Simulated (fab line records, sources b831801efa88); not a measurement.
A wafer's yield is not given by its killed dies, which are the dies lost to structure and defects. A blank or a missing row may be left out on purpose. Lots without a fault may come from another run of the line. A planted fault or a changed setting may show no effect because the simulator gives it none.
Lot-split experiment | flow gf180mcu | 23 wafers read across 5 lots, on a route 602 steps long

## SPLIT DETAILS
At GF_MVPSD_COAT_02 (resist thk 3000 nm), the setting spin rpm was moved away from the recipe's 2000 rpm on 10 of the 23 wafers read, by -6.0% to +5.8%. All remaining wafers had this setting at the recipe value.

The reading comes from the split's own step.

## THE READING
coat_of_MVPSD_COAT_02.thk nm (the simulator's own value, which no gauge read), in nm, at GF_MVPSD_COAT_02 (resist thk 3000 nm). The file gives no usual value for it. The 13 wafers here that ran the recipe average 3003 nm, standard deviation 10 nm.

wafer  | tool, chamber at the split | spin rpm as run, rpm | against the recipe | coat_of_MVPSD_COAT_02.thk nm, nm | against lot-mates on the recipe
L074.1 | litho track-04, 0          | 2000                 | recipe             | 3001                             | -
L074.2 | litho track-04, 0          | 2000                 | recipe             | 2991                             | -
L074.3 | litho track-04, 0          | 2000                 | recipe             | 2996                             | -
L074.5 | litho track-04, 0          | 2115                 | +5.8%              | 2918                             | -78
L074.6 | litho track-04, 0          | 2115                 | +5.8%              | 2919                             | -77
L075.2 | litho track-01, 0          | 2000                 | recipe             | 3004                             | -
L075.4 | litho track-01, 0          | 2000                 | recipe             | 3001                             | -
L075.5 | litho track-01, 0          | 2000                 | recipe             | 2989                             | -
L082.2 | litho track-03, 0          | 2000                 | recipe             | 3018                             | -
L082.3 | litho track-03, 0          | 2111                 | +5.6%              | 2939                             | -81
L082.4 | litho track-03, 0          | 2111                 | +5.6%              | 2945                             | -75
L082.5 | litho track-03, 0          | 2000                 | recipe             | 3019                             | -
L082.6 | litho track-03, 0          | 2000                 | recipe             | 3023                             | -
L083.1 | litho track-01, 0          | 1879                 | -6.0%              | 3088                             | +88
L083.2 | litho track-01, 0          | 1879                 | -6.0%              | 3087                             | +88
L083.4 | litho track-01, 0          | 1879                 | -6.0%              | 3087                             | +88
L083.3 | litho track-01, 0          | 2000                 | recipe             | 3000                             | -
L083.5 | litho track-01, 0          | 2000                 | recipe             | 2999                             | -
L085.1 | litho track-01, 0          | 2000                 | recipe             | 3003                             | -
L085.2 | litho track-01, 0          | 1886                 | -5.7%              | 3085                             | +85
L085.3 | litho track-01, 0          | 2000                 | recipe             | 2997                             | -
L085.5 | litho track-01, 0          | 1886                 | -5.7%              | 3095                             | +95
L085.6 | litho track-01, 0          | 1886                 | -5.7%              | 3080                             | +80

FIT RESULTS
A straight line over all 23 wafers: coat_of_MVPSD_COAT_02.thk nm changes by -13.7 nm for each +1% of spin rpm; r = -0.98; the points scatter about the line by 9.8 nm.
The same after taking each lot's own level away (the mean of its wafers on the recipe; 23 wafers): -14.4 nm for each +1%; r = -1.00; scatter 4.5 nm.
The reading moves by 87 nm for the largest change in spin rpm, on that fit.
The lots' own levels span 2996.0 to 3020.0 nm, that is 2.4 times the standard deviation above.
The two slopes agree, so the slope changes little with the lot-to-lot level.
Check: +88.3 nm against its lot-mates is what the line predicts for one of the wafers moved furthest among these (-6.0%) when that wafer is left out of the fit. It came out at +88.5 nm against them.

## FURTHER SPLITS ON THESE WAFERS
Other splits were also applied to these wafers ahead of the reading. Each is held against what the fit with the lots' levels taken away leaves over:
other split on the same wafers | wafers away from the commonest value | r with coat_of_MVPSD_COAT_02.thk nm (lot level and that fit taken away)
GF_STI_CVD_03 temp c           | 18                                   | -0.20
GF_STI_SOFTBAKE_08 time s      | 4                                    | -0.39
GF_STI_WET_ETCH_17 time s      | 18                                   | -0.20
GF_STI_CVD_23 sih4 flow sccm   | 11                                   | +0.22
GF_STI_OXIDATION_29 ox time s  | 18                                   | -0.05
GF_NWELL_COAT_02 resist thk nm | 8                                    | -0.10
GF_NWELL_IMPLANT_09 energy kev | 11                                   | -0.27
GF_MVSD_IMPLANT_08 dose cm2    | 7                                    | -0.04

## THE WHOLE CHAIN: every reading that the file lists as answering this split, in the file's order
step              | what it does       | reading                                                                       | change (the file's fit)              | r (the file's)
GF_MVPSD_COAT_02  | resist thk 3000 nm | coat_of_MVPSD_COAT_02.thk nm (the simulator's own value, which no gauge read) | -14.3 nm for each +1% of the setting | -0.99
GF_MVPSD_STRIP_10 | strips in O2/N2    | strip time to endpoint s                                                      | withheld for each +1% of the setting | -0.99

## THE FILE'S OWN FIT
coat_of_MVPSD_COAT_02.thk nm changes by -14.3 nm for each +1% of spin rpm, r = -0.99.
